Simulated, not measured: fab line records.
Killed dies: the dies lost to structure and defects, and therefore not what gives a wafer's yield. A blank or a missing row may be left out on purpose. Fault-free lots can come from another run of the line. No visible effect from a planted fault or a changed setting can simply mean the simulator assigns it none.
fab line records    flow gf180mcu
record lots=6  wafers=18  last-day=34
route steps=602 shown MVSD@68 MVPSD@78 VT_IMPLANT@90
lots with no fault: from the same line, run without faults
start-h: the number of hours between the record's first day and the start of the first shown wafer of the lot    wait-h: hours since the lot's step before    " same as the row above    L1.1+2: several wafers, shown together as one row    - either no value or no given start    * or withheld: withheld    < > ~ a bound
route shown NAME@n: NAME is a module with steps in the file, n the number in the route of the first one    usual: average and standard deviation across the fault-free wafers    same: alike in all rows    chamber/n: place in a boat    sites: the reading at each site    _std_site: how widely they spread, as a standard deviation    _edge_site: inner sites' mean taken away from outer sites' mean    radius-mm: for every site, how far away it sits from the centre of the wafer    mask NAME#n: copy n    behind: the last tool/chamber to shape the wafer    hold: cause of the lot's hold/its duration in hours/its outcome    device: transistor that didn't switch, given as n, p or np    end of line: the same wafers' tests at the end of the route    a step without rows: its recipe alone    killed: count of dies lost to structure and defects at first sort (not the wafer's yield)    map: the dies of a wafer, with x for killed, . for not killed, _ for no die there
set.NAME: the setting the step ran with; set.NAME@STEP: the setting that earlier step ran with    model.NAME: the simulator's own value behind a step, which no gauge read
lots seen at some steps along the route; tables by step, rows by wafer
services: a tool's chamber out of use, with start hour (start-h, from the record's first day; less than 0 if before it), hours out, and reason
## steps
# step GF_MVSD_COAT_02
# recipe spin-rpm=2000  resist-thk-nm=3000
# step GF_MVSD_SOFTBAKE_03
# recipe temp-c=110  time-s=withheld
# step GF_MVSD_EXPOSE_04
# recipe mask-id=MVSD  target-cd-nm=1000  na=0.6  source-shape=conventional  sigma-outer=0.6  dose-mj=260
# step GF_MVSD_PEB_05
# recipe temp-c=115  time-s=withheld
# step GF_MVSD_DEVELOP_06
# recipe wall-angle-deg=90  develop-time-s=60  dev-temp-c=23
# step GF_MVSD_OVL_MEAS_07
# usual MVSD_OVL=0.1/1.4
lot.wafer  tool        chamber  start-h  wait-h  MVSD_OVL[nm]
L483.1     overlay-02  -        88.76    -       0.7
L483.5     "           -        "        "       0.5
L483.6     "           -        "        "       -0.4
L484.1     overlay-01  -        93.66    -       -2.2
L484.2     "           -        "        "       1.0
L484.6     "           -        "        "       -1.0
L495.1     overlay-02  -        158.46   -       0.1
L495.3     "           -        "        "       -1.4
L495.4     "           -        "        "       1.9
L496.2     overlay-01  -        163.82   -       -1.9
L496.4     "           -        "        "       -1.4
L496.5     "           -        "        "       -2.8
L502.2     overlay-02  -        197.01   -       1.5
L502.3     "           -        "        "       3.3
L502.6     "           -        "        "       1.2
L503.1     overlay-01  -        203.61   -       3.0
L503.2     "           -        "        "       0.5
L503.4     "           -        "        "       0.4
# step GF_MVSD_IMPLANT_08
# recipe species=P  energy-kev=400  dose-cm2=1.6e+13  tilt-deg=0
# step GF_MVSD_IMPLANT_09
# recipe species=P  energy-kev=100  dose-cm2=5e+12  tilt-deg=0
# step GF_MVSD_STRIP_10
# recipe chemistry=O2/N2  power-w=1400  pressure-mtorr=1500  platen-temp-c=250  o2-flow-sccm=3000  n2-flow-sccm=300  overash-fraction=0.5
# usual drypump-motor-current-A=5.9/0.46  heater-power-w=316/46  n2-flow-sccm=300.0/0.89  oes-product-au=0.722/0.0047  strip-time-to-endpoint-s=36.93/0.1
lot.wafer  tool             chamber  start-h  wait-h  drypump-motor-current-A  heater-power-w  n2-flow-sccm  oes-product-au  rf-hours-counter-h  strip-time-to-endpoint-s
L483.1     plasma-asher-01  1        89.10    0.1     6.5                      312             301.0         0.720           43                  37.04
L483.5     "                0        "        "       5.7                      314             298.8         0.723           -                   37.10
L483.6     "                1        "        "       6.6                      318             299.7         0.724           -                   37.04
L484.1     plasma-asher-03  1        94.00    0.1     5.4                      263             298.2         0.719           45                  36.76
L484.2     "                0        "        "       6.0                      426             301.5         0.721           45                  36.68
L484.6     "                1        "        "       5.4                      263             299.8         0.721           -                   36.66
L495.1     plasma-asher-01  0        158.80   0.1     5.8                      303             299.4         0.725           5                   36.96
L495.3     "                0        "        "       5.8                      306             300.4         0.723           -                   37.02
L495.4     "                1        "        "       6.6                      309             299.2         0.715           -                   36.98
L496.2     plasma-asher-03  1        164.15   0.1     5.4                      252             299.0         0.719           50                  36.89
L496.4     "                0        "        "       6.0                      420             301.1         0.728           -                   36.83
L496.5     "                0        "        "       6.0                      434             301.3         0.726           -                   36.84
L502.2     plasma-asher-01  1        197.34   0.1     6.6                      311             300.9         0.723           9                   36.94
L502.3     "                1        "        "       6.6                      312             301.0         0.732           -                   36.98
L502.6     "                0        "        "       5.8                      308             300.3         0.726           -                   36.99
L503.1     plasma-asher-01  1        203.95   0.1     6.6                      314             300.2         0.721           9                   37.12
L503.2     "                0        "        "       5.8                      299             299.0         0.722           9                   37.02
L503.4     "                1        "        "       6.6                      312             300.6         0.722           -                   37.01
# step GF_MVSD_TW_MEAS_11
# usual MVSD_TW=1574/15
lot.wafer  tool           chamber  start-h  wait-h  MVSD_TW
L483.1     film-metro-01  -        89.20    0.1     1561
L483.5     "              -        "        "       1556
L483.6     "              -        "        "       1563
L484.1     film-metro-03  -        94.10    0.1     1555
L484.2     "              -        "        "       1560
L484.6     "              -        "        "       1557
L495.1     film-metro-03  -        158.90   0.1     1558
L495.3     "              -        "        "       1572
L495.4     "              -        "        "       1565
L496.2     film-metro-01  -        164.26   0.1     1584
L496.4     "              -        "        "       1573
L496.5     "              -        "        "       1567
L502.2     film-metro-02  -        197.45   0.1     1593
L502.3     "              -        "        "       1591
L502.6     "              -        "        "       1590
L503.1     film-metro-01  -        204.05   0.1     1567
L503.2     "              -        "        "       1576
L503.4     "              -        "        "       1574
# step GF_MVPSD_DEHYDRATE_00
# recipe temp-c=200  time-s=60
# step GF_MVPSD_HMDS_01
# recipe prime-time-s=60  prime-temp-c=120
# step GF_MVPSD_COAT_02
# recipe spin-rpm=2000  resist-thk-nm=3000
# usual chill-plate-temp-C=22.96/0.12  dispense-pressure-kPa=47/3.3  spin-speed-rpm=2000.0/1.5
lot.wafer  tool            chamber  start-h  wait-h  chill-plate-temp-C  dispense-pressure-kPa  spin-speed-rpm
L483.1     litho-track-02  0        95.31    0.1     22.98               44                     1999.4
L483.5     "               0        "        "       23.03               44                     2000.9
L483.6     "               0        "        "       23.08               44                     2000.8
L484.1     litho-track-02  0        101.66   0.1     22.93               44                     2001.2
L484.2     "               0        "        "       22.99               44                     2001.6
L484.6     "               0        "        "       22.93               44                     1999.6
L495.1     litho-track-03  -        165.73   0.1     -                   -                      -
L495.3     "               -        "        "       -                   -                      -
L495.4     "               -        "        "       -                   -                      -
L496.2     litho-track-02  -        171.83   0.1     -                   -                      -
L496.4     "               -        "        "       -                   -                      -
L496.5     "               -        "        "       -                   -                      -
L502.2     litho-track-02  0        206.38   0.1     22.77               44                     2001.0
L502.3     "               0        "        "       22.97               44                     2001.8
L502.6     "               0        "        "       22.73               44                     2000.1
L503.1     litho-track-04  0        212.21   0.1     22.89               52                     2000.5
L503.2     "               0        "        "       22.83               52                     2000.6
L503.4     "               0        "        "       22.78               52                     2002.7
# step GF_MVPSD_SOFTBAKE_03
# recipe temp-c=110  time-s=withheld
# step GF_MVPSD_EXPOSE_04
# recipe mask-id=MVPSD  target-cd-nm=1000  na=0.6  source-shape=conventional  sigma-outer=0.6  dose-mj=260
# step GF_MVPSD_PEB_05
# recipe temp-c=115  time-s=withheld
# step GF_MVPSD_DEVELOP_06
# recipe wall-angle-deg=90  develop-time-s=60  dev-temp-c=23
# step GF_MVPSD_OVL_MEAS_07
# usual MVPSD_OVL=-0.2/1.5
lot.wafer  tool        chamber  start-h  wait-h  MVPSD_OVL[nm]
L483.1     overlay-02  -        102.71   -       0.5
L483.5     "           -        "        "       -1.3
L483.6     "           -        "        "       0.8
L484.1     overlay-02  -        108.53   -       2.2
L484.2     "           -        "        "       1.9
L484.6     "           -        "        "       2.0
L495.1     overlay-01  -        173.51   -       -
L495.3     "           -        "        "       -
L495.4     "           -        "        "       -
L496.2     overlay-02  -        180.36   -       -
L496.4     "           -        "        "       -
L496.5     "           -        "        "       -
L502.2     overlay-02  -        214.87   -       0.3
L502.3     "           -        "        "       -2.9
L502.6     "           -        "        "       -0.8
L503.1     overlay-01  -        221.16   -       1.0
L503.2     "           -        "        "       -0.5
L503.4     "           -        "        "       -0.9
# step GF_MVPSD_IMPLANT_08
# recipe species=B  energy-kev=170  dose-cm2=1.5e+13  tilt-deg=0
# step GF_MVPSD_IMPLANT_09
# recipe species=B  energy-kev=40  dose-cm2=5e+12  tilt-deg=0
# step GF_MVPSD_STRIP_10
# recipe chemistry=O2/N2  power-w=1400  pressure-mtorr=1500  platen-temp-c=250  o2-flow-sccm=3000  n2-flow-sccm=300  overash-fraction=0.5
# usual drypump-motor-current-A=5.9/0.36  heater-power-w=341/55  n2-flow-sccm=300.0/0.8  oes-product-au=0.723/0.0045  strip-time-to-endpoint-s=37.00/0.11
lot.wafer  tool             chamber  start-h  wait-h  drypump-motor-current-A  heater-power-w  n2-flow-sccm  oes-product-au  rf-hours-counter-h  strip-time-to-endpoint-s
L483.1     plasma-asher-03  1        103.05   0.1     5.4                      256             300.0         0.719           46                  37.06
L483.5     "                1        "        "       5.4                      259             300.2         0.723           -                   37.13
L483.6     "                0        "        "       6.0                      428             300.0         0.718           -                   37.06
L484.1     plasma-asher-02  1        108.87   0.1     5.7                      352             299.1         0.727           32                  36.97
L484.2     "                0        "        "       6.2                      357             299.0         0.721           32                  36.96
L484.6     "                0        "        "       6.2                      348             298.8         0.724           -                   37.05
L495.1     plasma-asher-03  0        173.84   0.1     6.0                      429             299.2         -               51                  -
L495.3     "                1        "        "       5.4                      254             300.9         -               -                   -
L495.4     "                0        "        "       6.0                      436             300.8         -               -                   -
L496.2     plasma-asher-01  0        180.69   0.1     5.7                      301             299.4         -               7                   -
L496.4     "                1        "        "       6.6                      307             299.8         -               -                   -
L496.5     "                1        "        "       6.6                      316             301.1         -               -                   -
L502.2     plasma-asher-03  0        215.20   0.1     6.0                      425             299.8         0.725           56                  36.96
L502.3     "                0        "        "       6.1                      422             300.4         0.725           -                   36.99
L502.6     "                0        "        "       6.0                      427             299.7         0.726           -                   36.99
L503.1     plasma-asher-03  1        221.49   0.1     5.4                      254             300.7         0.725           56                  37.03
L503.2     "                0        "        "       6.0                      436             298.3         0.722           56                  36.91
L503.4     "                0        "        "       6.0                      431             300.8         0.717           -                   37.09
# step GF_MVPSD_TW_MEAS_11
# usual MVPSD_TW=553/6.1
lot.wafer  tool           chamber  start-h  wait-h  MVPSD_TW
L483.1     film-metro-02  -        103.15   0.1     559
L483.5     "              -        "        "       557
L483.6     "              -        "        "       558
L484.1     film-metro-01  -        108.97   0.1     553
L484.2     "              -        "        "       551
L484.6     "              -        "        "       554
L495.1     film-metro-03  -        173.94   0.1     545
L495.3     "              -        "        "       545
L495.4     "              -        "        "       545
L496.2     film-metro-02  -        180.80   0.1     564
L496.4     "              -        "        "       562
L496.5     "              -        "        "       564
L502.2     film-metro-02  -        215.32   0.1     557
L502.3     "              -        "        "       559
L502.6     "              -        "        "       560
L503.1     film-metro-03  -        221.59   0.1     545
L503.2     "              -        "        "       545
L503.4     "              -        "        "       546
# step GF_VT_IMPLANT_DEHYDRATE_00
# recipe temp-c=200  time-s=60
# step GF_VT_IMPLANT_HMDS_01
# recipe prime-time-s=60  prime-temp-c=120
# step GF_VT_IMPLANT_COAT_02
# recipe resist=NOVOLAK  spin-rpm=3000  resist-thk-nm=1000
# step GF_VT_IMPLANT_SOFTBAKE_03
# recipe temp-c=90  time-s=60  resist=NOVOLAK
# step GF_VT_IMPLANT_EXPOSE_04
# recipe mask-id=LVPWELL_LV_AREA  target-cd-nm=600  na=0.6  source-shape=conventional  sigma-outer=0.6  dose-mj=140
# step GF_VT_IMPLANT_PEB_05
# recipe temp-c=withheld  time-s=*  resist=NOVOLAK
# step GF_VT_IMPLANT_DEVELOP_06
# recipe develop-time-s=60  dev-temp-c=23
# step GF_VT_IMPLANT_OVL_MEAS_07
# usual VT_IMPLANT_OVL=-0.3/1.7
lot.wafer  tool        chamber  start-h  wait-h  VT_IMPLANT_OVL[nm]
L483.1     overlay-01  -        117.61   0.1     -0.8
L483.5     "           -        "        "       0.0
L483.6     "           -        "        "       -0.2
L484.1     overlay-01  -        123.48   0.1     -1.4
L484.2     "           -        "        "       -2.5
L484.6     "           -        "        "       -1.9
L495.1     overlay-02  -        190.01   0.1     -1.3
L495.3     "           -        "        "       0.6
L495.4     "           -        "        "       -0.7
L496.2     overlay-01  -        197.17   0.1     1.5
L496.4     "           -        "        "       -1.2
L496.5     "           -        "        "       2.2
L502.2     overlay-02  -        234.02   0.1     3.5
L502.3     "           -        "        "       3.5
L502.6     "           -        "        "       4.2
L503.1     overlay-02  -        240.13   0.1     -0.2
L503.2     "           -        "        "       -2.3
L503.4     "           -        "        "       -0.7
# step GF_VT_IMPLANT_IMPLANT_08
# recipe species=BF2  energy-kev=19.56  dose-cm2=8.29e+12  tilt-deg=7
# step GF_VT_IMPLANT_STRIP_09
# recipe chemistry=O2/N2  power-w=1400  pressure-mtorr=1500  platen-temp-c=250  o2-flow-sccm=3000  n2-flow-sccm=300  overash-fraction=0.5
# usual drypump-motor-current-A=5.7/0.36  heater-power-w=331/47  n2-flow-sccm=300.1/0.87  oes-product-au=0.716/0.0042  strip-time-to-endpoint-s=12.61/0.044
lot.wafer  tool             chamber  start-h  wait-h  drypump-motor-current-A  heater-power-w  n2-flow-sccm  oes-product-au  rf-hours-counter-h  strip-time-to-endpoint-s
L483.1     plasma-asher-04  1        117.80   0.1     5.3                      279             301.4         0.712           44                  12.62
L483.5     "                1        "        "       5.3                      283             300.1         0.714           -                   12.59
L483.6     "                0        "        "       5.5                      338             299.5         0.712           -                   12.62
L484.1     plasma-asher-04  1        123.66   0.1     5.2                      278             301.4         0.724           45                  12.62
L484.2     "                0        "        "       5.5                      327             298.6         0.722           45                  12.66
L484.6     "                1        "        "       5.2                      282             300.3         0.710           -                   12.66
L495.1     plasma-asher-02  0        190.20   0.1     6.3                      354             299.9         0.718           41                  12.66
L495.3     "                0        "        "       6.2                      356             300.8         0.716           -                   12.66
L495.4     "                1        "        "       5.7                      352             300.3         0.719           -                   12.68
L496.2     plasma-asher-02  0        197.35   0.1     6.2                      349             300.4         0.719           42                  12.74
L496.4     "                0        "        "       6.2                      360             301.9         0.719           -                   12.64
L496.5     "                1        "        "       5.7                      350             301.1         0.713           -                   12.68
L502.2     plasma-asher-04  1        234.20   0.1     5.2                      277             300.1         0.709           57                  12.58
L502.3     "                1        "        "       5.3                      286             301.0         0.705           -                   12.55
L502.6     "                0        "        "       5.5                      334             298.9         0.712           -                   12.54
L503.1     plasma-asher-02  0        240.31   0.1     6.3                      352             300.2         0.712           47                  12.63
L503.2     "                1        "        "       5.7                      354             301.1         0.722           47                  12.61
L503.4     "                0        "        "       6.3                      352             299.5         0.714           -                   12.63
# step GF_VT_IMPLANT_TW_MEAS_10
# usual VT_IMPLANT_TW=556/3.2
lot.wafer  tool           chamber  start-h  wait-h  VT_IMPLANT_TW
L483.1     film-metro-04  -        117.90   0.1     556
L483.5     "              -        "        "       554
L483.6     "              -        "        "       553
L484.1     film-metro-04  -        123.76   0.1     554
L484.2     "              -        "        "       553
L484.6     "              -        "        "       554
L495.1     film-metro-04  -        190.30   0.1     694
L495.3     "              -        "        "       692
L495.4     "              -        "        "       692
L496.2     film-metro-04  -        197.46   0.1     689
L496.4     "              -        "        "       688
L496.5     "              -        "        "       689
L502.2     film-metro-01  -        234.31   0.1     559
L502.3     "              -        "        "       557
L502.6     "              -        "        "       556
L503.1     film-metro-01  -        240.41   0.1     555
L503.2     "              -        "        "       556
L503.4     "              -        "        "       558
# step GF_VT_IMPLANT_DEHYDRATE_11
# recipe temp-c=200  time-s=60
# step GF_VT_IMPLANT_HMDS_12
# recipe prime-time-s=60  prime-temp-c=120
# step GF_VT_IMPLANT_COAT_13
# recipe resist=NOVOLAK  spin-rpm=3000  resist-thk-nm=1000
# step GF_VT_IMPLANT_SOFTBAKE_14
# recipe temp-c=88.95  time-s=60  resist=NOVOLAK
# step GF_VT_IMPLANT_EXPOSE_15
# recipe mask-id=Nwell_LV_AREA  target-cd-nm=860  na=0.6  source-shape=conventional  sigma-outer=0.6  dose-mj=140
# step GF_VT_IMPLANT_PEB_16
# recipe temp-c=withheld  time-s=*  resist=NOVOLAK
# step GF_VT_IMPLANT_DEVELOP_17
# recipe develop-time-s=60  dev-temp-c=23
# step GF_VT_IMPLANT_OVL_MEAS_18
# usual VT_IMPLANT_01_OVL=-1.3/1.5
lot.wafer  tool        chamber  start-h  wait-h  VT_IMPLANT_01_OVL[nm]
L483.1     overlay-01  -        132.31   0.1     -1.5
L483.5     "           -        "        "       -1.3
L483.6     "           -        "        "       -1.8
L484.1     overlay-02  -        138.81   0.1     -4.2
L484.2     "           -        "        "       -4.7
L484.6     "           -        "        "       -2.2
L495.1     overlay-01  -        207.73   0.1     -2.8
L495.3     "           -        "        "       -2.9
L495.4     "           -        "        "       -2.8
L496.2     overlay-02  -        214.52   0.1     -2.1
L496.4     "           -        "        "       -2.9
L496.5     "           -        "        "       -1.7
L502.2     overlay-02  -        252.63   0.1     2.4
L502.3     "           -        "        "       -0.6
L502.6     "           -        "        "       -0.4
L503.1     overlay-02  -        257.68   0.1     -0.7
L503.2     "           -        "        "       0.0
L503.4     "           -        "        "       -1.0
# step GF_VT_IMPLANT_IMPLANT_19
# recipe species=As  energy-kev=100  dose-cm2=4.35e+12  tilt-deg=7
# step GF_VT_IMPLANT_TW_MEAS_21
# usual VT_IMPLANT_2_TW=1206/6.7
lot.wafer  tool           chamber  start-h  wait-h  VT_IMPLANT_2_TW
L483.1     film-metro-04  -        132.60   0.1     1202
L483.5     "              -        "        "       1205
L483.6     "              -        "        "       1208
L484.1     film-metro-03  -        139.10   0.1     1199
L484.2     "              -        "        "       1196
L484.6     "              -        "        "       1202
L495.1     film-metro-03  -        208.01   0.1     1235
L495.3     "              -        "        "       1233
L495.4     "              -        "        "       1237
L496.2     film-metro-03  -        214.81   0.1     1233
L496.4     "              -        "        "       1230
L496.5     "              -        "        "       1233
L502.2     film-metro-01  -        252.92   0.1     1210
L502.3     "              -        "        "       1211
L502.6     "              -        "        "       1212
L503.1     film-metro-03  -        257.96   0.1     1209
L503.2     "              -        "        "       1208
L503.4     "              -        "        "       1209
# step GF_VT_IMPLANT_TW_MEAS_32
# usual VT_IMPLANT_3_TW=267.1/1.4
lot.wafer  tool           chamber  start-h  wait-h  VT_IMPLANT_3_TW
L483.1     film-metro-04  -        147.81   0.1     268.4
L483.5     "              -        "        "       268.9
L483.6     "              -        "        "       267.3
L484.1     film-metro-01  -        155.26   0.1     267.0
L484.2     "              -        "        "       269.4
L484.6     "              -        "        "       268.3
L495.1     film-metro-01  -        226.16   0.2     567.1
L495.3     "              -        "        "       566.4
L495.4     "              -        "        "       567.2
L496.2     film-metro-01  -        233.12   0.1     568.4
L496.4     "              -        "        "       564.3
L496.5     "              -        "        "       566.9
L502.2     film-metro-03  -        271.66   0.1     265.7
L502.3     "              -        "        "       264.8
L502.6     "              -        "        "       263.8
L503.1     film-metro-01  -        277.21   0.1     269.1
L503.2     "              -        "        "       266.2
L503.4     "              -        "        "       266.8
# step GF_VT_IMPLANT_TW_MEAS_43
# usual VT_IMPLANT_4_TW=686/4
lot.wafer  tool           chamber  start-h  wait-h  VT_IMPLANT_4_TW
L483.1     film-metro-04  -        163.86   0.1     687
L483.5     "              -        "        "       692
L483.6     "              -        "        "       685
L484.1     film-metro-04  -        171.45   0.1     694
L484.2     "              -        "        "       694
L484.6     "              -        "        "       693
L495.1     film-metro-01  -        244.00   0.1     786
L495.3     "              -        "        "       780
L495.4     "              -        "        "       780
L496.2     film-metro-01  -        251.26   0.1     779
L496.4     "              -        "        "       779
L496.5     "              -        "        "       780
L502.2     film-metro-04  -        291.46   0.1     692
L502.3     "              -        "        "       691
L502.6     "              -        "        "       691
L503.1     film-metro-04  -        297.20   0.1     690
L503.2     "              -        "        "       688
L503.4     "              -        "        "       691
## services
tool             chamber  start-h  hours  kind
plasma-asher-04  -        86.47    5.2    repair
plasma-asher-01  -        108.75   9.0    pm
plasma-asher-01  0        108.75   9.0    vent-cycle
plasma-asher-01  1        108.75   9.0    vent-cycle
plasma-asher-01  0        117.75   -      clean
plasma-asher-01  1        117.75   -      clean
plasma-asher-03  -        129.57   19.5   repair
plasma-asher-03  -        179.27   2.8    pm
plasma-asher-03  -        227.66   3.4    repair
## key
first-sign step=GF_MVPSD_COAT_02  reading=tool-record  direction=missing
effect step=GF_MVPSD_OVL_MEAS_07  reading=MVPSD_OVL  direction=missing
effect step=GF_VT_IMPLANT_TW_MEAS_10  reading=VT_IMPLANT_TW  direction=up  sigmas=42  usual=556  struck=691
effect step=GF_VT_IMPLANT_TW_MEAS_21  reading=VT_IMPLANT_2_TW  direction=up  sigmas=4.2  usual=1206  struck=1233
effect step=GF_VT_IMPLANT_TW_MEAS_32  reading=VT_IMPLANT_3_TW  direction=up  sigmas=99+  usual=267.1  struck=566.7
effect step=GF_VT_IMPLANT_TW_MEAS_43  reading=VT_IMPLANT_4_TW  direction=up  sigmas=24  usual=686  struck=781
met-at GF_MVPSD_COAT_02
struck-wafers L495.1,L495.3,L495.4,L496.2,L496.4,L496.5
sort-left-out L495.1,L495.3,L495.4,L496.2,L496.4,L496.5
tester-left-out L495,L496
onset-between 101.66 165.73
fault kind=skipped-step-whole  tool=litho-track-02,litho-track-03  chamber=-  onset-h=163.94  steps=GF_MVPSD_COAT_02  scope=struck-lots-only
# tester-left-out: of these lots the tester's yield and bins aren't shown, on N5 and GAA mostly nor the transistor test; their killed dies are dies lost to structure and defects alone, not to doping, threshold or leakage, so they don't give the yield
# sort-left-out: the simulated sort isn't trusted on such a fault, so these wafers' sort isn't shown, and their yield isn't known
